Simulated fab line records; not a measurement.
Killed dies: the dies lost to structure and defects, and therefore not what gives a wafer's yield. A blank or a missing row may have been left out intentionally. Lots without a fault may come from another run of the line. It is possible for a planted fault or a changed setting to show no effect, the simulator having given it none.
The tool behind it: which one?	flow gf180mcu	36 wafers from 12 lots sampled at 2 of the route's 602 steps

## WHAT EACH GAUGE READ, for each wafer
GF_M4_THK_MEAS_06: measures by xrf. Usual: for M4_ALCU_THK the level is 450 nm and the standard deviation is 4.
lot	measured	on	M4_ALCU_THK (nm)	flag
L431	day 22 15:02	filmMetro-02	452 453 452	
L433	day 23 10:30	filmMetro-04	448 442 445	
L434	day 23 14:31	filmMetro-02	449 445 451	
L435	day 24 04:28	filmMetro-01	448 443 444	
L438	day 24 20:11	filmMetro-04	447 446 446	
L441	day 26 03:46	filmMetro-01	452 445 454	
L444	day 27 03:14	filmMetro-04	451 450 448	
L450	day 28 15:24	filmMetro-02	453 451 450	
L451	day 29 04:02	filmMetro-04	455 453 451	
L452	day 29 06:05	filmMetro-02	450 444 448	
L453	day 29 13:06	filmMetro-02	450 451 450	
L454	day 29 23:10	filmMetro-04	455 450 455	

## EACH LOT AND THE TOOL THAT RAN IT (in order: tool; ch and the chambers of the sampled wafers; start)
lot	GF_V3_CMP_26
L431	cmp-02 ch 0,1,2, day 22 14:23
L433	cmp-01 ch 0,2, day 23 09:50
L434	cmp-02 ch 0,2, day 23 13:56
L435	cmp-02 ch 0,1,3, day 24 03:50
L438	cmp-01 ch 1,2,3, day 24 19:38
L441	cmp-02 ch 0,2,3, day 26 03:07
L444	cmp-01 ch 0,1,2, day 27 02:35
L450	cmp-02 ch 0,3, day 28 14:49
L451	cmp-01 ch 0,1,2, day 29 03:23
L452	cmp-01 ch 0,1,2, day 29 05:27
L453	cmp-02 ch 0,1, day 29 12:31
L454	cmp-01 ch 0,1,3, day 29 22:31
- GF_V3_CMP_26: polishes, stops on SiO2, t overpolish 15 s, target thk 0 nm.

## AS READ BY THE TOOLS THEMSELVES (means over the sampled wafers that have a number; for cases with no such wafer, the mark the record gives instead)
GF_V3_CMP_26. Usual: motorCurrentA 11.1 A, standard deviation 0.92; overpolishRunS 14.998 s, standard deviation 0.0089; timeToEndpointS 86.0 s, standard deviation 2.8.
lot	tool	motorCurrentA (A)	overpolishRunS (s)	timeToEndpointS (s)	flag
L431	cmp-02	11.8	14.994	86.5	
L433	cmp-01	10.4	14.997	87.1	
L434	cmp-02	11.9	14.995	80.4	
L435	cmp-02	10.5	14.998	86.6	
L438	cmp-01	11.8	15.002	88.0	
L441	cmp-02	11.0	14.995	84.6	
L444	cmp-01	10.6	14.998	86.7	
L450	cmp-02	9.9	15.000	83.5	
L451	cmp-01	10.6	14.990	86.0	
L452	cmp-01	11.0	14.997	88.3	
L453	cmp-02	11.1	15.000	87.0	
L454	cmp-01	11.1	15.006	88.7	

## THE ANSWER, worked out from the rows above alone
Rule: a lot is off if the mean of its wafers that have a number lies more than 3 standard deviations from the usual mean. A lot without any number at a reading at which 4 lots or more have one is off too. The other lots that the step has rows for count as sound. After the gauges, taken in route order, come the tools' own readings; for these a lot's mean is taken, as printed above. The first step at which some lot is off is used, and at that step the reading that is off furthest; a lot without a number counts as furthest.
Across all readings shown, no lot is off: no conclusion can be drawn from this.

## WHAT HAD BEEN PUT IN BY THE SIMULATOR
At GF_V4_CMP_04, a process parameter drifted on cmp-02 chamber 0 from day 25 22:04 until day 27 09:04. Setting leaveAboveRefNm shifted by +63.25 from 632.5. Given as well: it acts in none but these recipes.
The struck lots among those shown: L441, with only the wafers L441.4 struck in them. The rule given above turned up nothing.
